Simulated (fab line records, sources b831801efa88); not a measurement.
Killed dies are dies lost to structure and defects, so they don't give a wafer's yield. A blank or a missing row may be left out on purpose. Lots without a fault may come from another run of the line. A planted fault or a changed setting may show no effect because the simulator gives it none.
Which tool did it? | flow sky130 | 12 lots, 36 wafers sampled, at 5 steps of a route of 708

WHAT THE GAUGES READ, wafer by wafer
SKY_METAL1_OVL_MEAS_16.
lot  | measured     | on         | METAL1_OVL (nm)
L994 | day 33 03:31 | overlay-02 | 14 6 6
L995 | day 33 18:37 | overlay-02 | -8 6 -8
L996 | day 33 23:49 | overlay-01 | 8 2 -1
L997 | day 34 05:25 | overlay-01 | 1 -2 -8
L998 | day 34 16:29 | overlay-02 | -10 -5 -15
L999 | day 35 01:43 | overlay-01 | -5 -2 0
L103 | day 36 06:46 | overlay-02 | -6 -5 -7
L104 | day 36 15:34 | overlay-02 | 4 -5 4
L106 | day 37 08:37 | overlay-02 | -2 -3 -10
L105 | day 37 11:19 | overlay-02 | -2 3 4
L108 | day 37 17:43 | overlay-02 | 4 8 4
L114 | day 39 20:01 | overlay-02 | -4 0 1

SKY_VIA1_BOW_MEAS_03.
lot  | measured     | on            | VIA1_BOW (um)
L994 | day 33 05:02 | film_metro-03 | 88 67 77
L995 | day 33 20:12 | film_metro-02 | 79 81 80
L996 | day 34 01:06 | film_metro-02 | 82 82 80
L997 | day 34 06:44 | film_metro-04 | 88 89 100
L998 | day 34 18:08 | film_metro-04 | 89 72 68
L999 | day 35 03:26 | film_metro-03 | 84 88 87
L103 | day 36 08:06 | film_metro-04 | 72 78 78
L104 | day 36 16:55 | film_metro-02 | 80 74 72
L106 | day 37 09:59 | film_metro-04 | 82 71 73
L105 | day 37 12:37 | film_metro-04 | 91 82 90
L108 | day 37 19:02 | film_metro-02 | 81 70 68
L114 | day 39 21:19 | film_metro-04 | 86 89 80

SKY_VIA3_THK_MEAS_01.
lot  | measured     | on            | VIA3_HDPCVD_THK (nm)
L994 | day 38 20:56 | film_metro-04 | 1671 1671 1651
L995 | day 39 09:54 | film_metro-03 | 1649 1651 1626
L996 | day 39 16:40 | film_metro-04 | 1628 1602 1614
L997 | day 39 22:15 | film_metro-03 | 1625 1630 1624
L998 | day 40 08:45 | film_metro-02 | 1624 1618 1656
L999 | day 40 18:28 | film_metro-04 | 1616 1635 1608
L103 | day 41 21:24 | film_metro-04 | 1628 1634 1609
L104 | day 42 03:41 | film_metro-02 | 1662 1654 1656
L106 | day 42 20:26 | film_metro-03 | 1620 1633 1622
L105 | day 42 22:06 | film_metro-02 | 1664 1645 1613
L108 | day 43 04:02 | film_metro-02 | 1673 1661 1678
L114 | day 45 01:08 | film_metro-02 | 1701 1648 1680

WHICH TOOL RAN EACH LOT (tool, then ch and the chambers of the sampled wafers, then the start)
lot  | SKY_VIA1_SPUTTER_20          | SKY_VIA3_HDPCVD_00
L994 | pvd_sputter-03, day 34 07:25 | hdpcvd-01 ch 1,2, day 38 20:46
L995 | pvd_sputter-01, day 34 22:50 | hdpcvd-01 ch 1,2, day 39 09:43
L996 | pvd_sputter-03, day 35 04:35 | hdpcvd-01 ch 0,1,2, day 39 16:30
L997 | pvd_sputter-03, day 35 10:53 | hdpcvd-01 ch 0,1,2, day 39 22:05
L998 | pvd_sputter-03, day 35 21:19 | hdpcvd-02 ch 0,1,2, day 40 08:34
L999 | pvd_sputter-01, day 36 06:46 | hdpcvd-01 ch 1,2, day 40 18:17
L103 | pvd_sputter-01, day 37 10:54 | hdpcvd-01 ch 0,1,2, day 41 21:13
L104 | pvd_sputter-03, day 37 19:17 | hdpcvd-02 ch 0,1,2, day 42 03:31
L106 | pvd_sputter-01, day 38 12:59 | hdpcvd-01 ch 0,1, day 42 20:16
L105 | pvd_sputter-01, day 38 15:00 | hdpcvd-02 ch 0,1,2, day 42 21:56
L108 | pvd_sputter-03, day 38 21:11 | hdpcvd-02 ch 0,2, day 43 03:51
L114 | pvd_sputter-04, day 40 22:38 | hdpcvd-01 ch 0,1,2, day 45 00:58
- SKY_VIA1_SPUTTER_20: material TiN, target thk 20 nm, time 80 s.
- SKY_VIA3_HDPCVD_00: deposits SiO2, target thk 1635 nm, time 272.5 s.

WHAT THE TOOLS THEMSELVES READ (means of the sampled wafers that have a number; where no wafer has one, the mark that the record gives instead)
SKY_VIA1_SPUTTER_20.
lot  | tool           | throttle_valve_pct (%)
L994 | pvd_sputter-03 | 30.4
L995 | pvd_sputter-01 | 29.9
L996 | pvd_sputter-03 | 30.5
L997 | pvd_sputter-03 | 30.4
L998 | pvd_sputter-03 | 30.8
L999 | pvd_sputter-01 | 29.8
L103 | pvd_sputter-01 | 29.7
L104 | pvd_sputter-03 | 30.9
L106 | pvd_sputter-01 | 29.9
L105 | pvd_sputter-01 | 29.9
L108 | pvd_sputter-03 | 30.9
L114 | pvd_sputter-04 | 29.5

SKY_VIA3_HDPCVD_00.
lot  | tool      | run_length_s (s)
L994 | hdpcvd-01 | 300.3
L995 | hdpcvd-01 | 300.1
L996 | hdpcvd-01 | 300.0
L997 | hdpcvd-01 | 300.3
L998 | hdpcvd-02 | 300.4
L999 | hdpcvd-01 | 300.6
L103 | hdpcvd-01 | 300.1
L104 | hdpcvd-02 | 300.4
L106 | hdpcvd-01 | 300.0
L105 | hdpcvd-02 | 300.5
L108 | hdpcvd-02 | 301.0
L114 | hdpcvd-01 | 303.4

THE ANSWER, worked out from the rows above alone
Rule: what is usual is taken from the lots themselves. Put in order of their means at a reading, lots are off if they are a third of the lots or fewer, leave a main group of 4 or more, and stand apart from it by a gap of 3 or more times the standard deviation of the main group's means; of several such gaps the widest counts. A main group whose means are all the same, to the digits that the tables above print for the reading, isn't used. A lot without any number at a reading at which 4 lots or more have one is off too. The other lots that the step has rows for count as sound. The gauges are gone through in route order, then the tools' own readings, and for those a lot's mean is taken as printed above. The first step at which some lot is off is used, and at that step the reading that is off furthest; a lot without a number counts as furthest.
Off: L114, at SKY_VIA3_HDPCVD_00 (run_length_s). The main group: mean 300.3 s, standard deviation 0.28.
A tool fits if, at that step or a process step before it, it ran every lot that is off, and no sound lot after the first of them. Can't be told from this: 2 tools fit, pvd_sputter-04 at SKY_VIA1_SPUTTER_20, hdpcvd-01 at SKY_VIA3_HDPCVD_00.

WHAT THE SIMULATOR HAD PUT IN
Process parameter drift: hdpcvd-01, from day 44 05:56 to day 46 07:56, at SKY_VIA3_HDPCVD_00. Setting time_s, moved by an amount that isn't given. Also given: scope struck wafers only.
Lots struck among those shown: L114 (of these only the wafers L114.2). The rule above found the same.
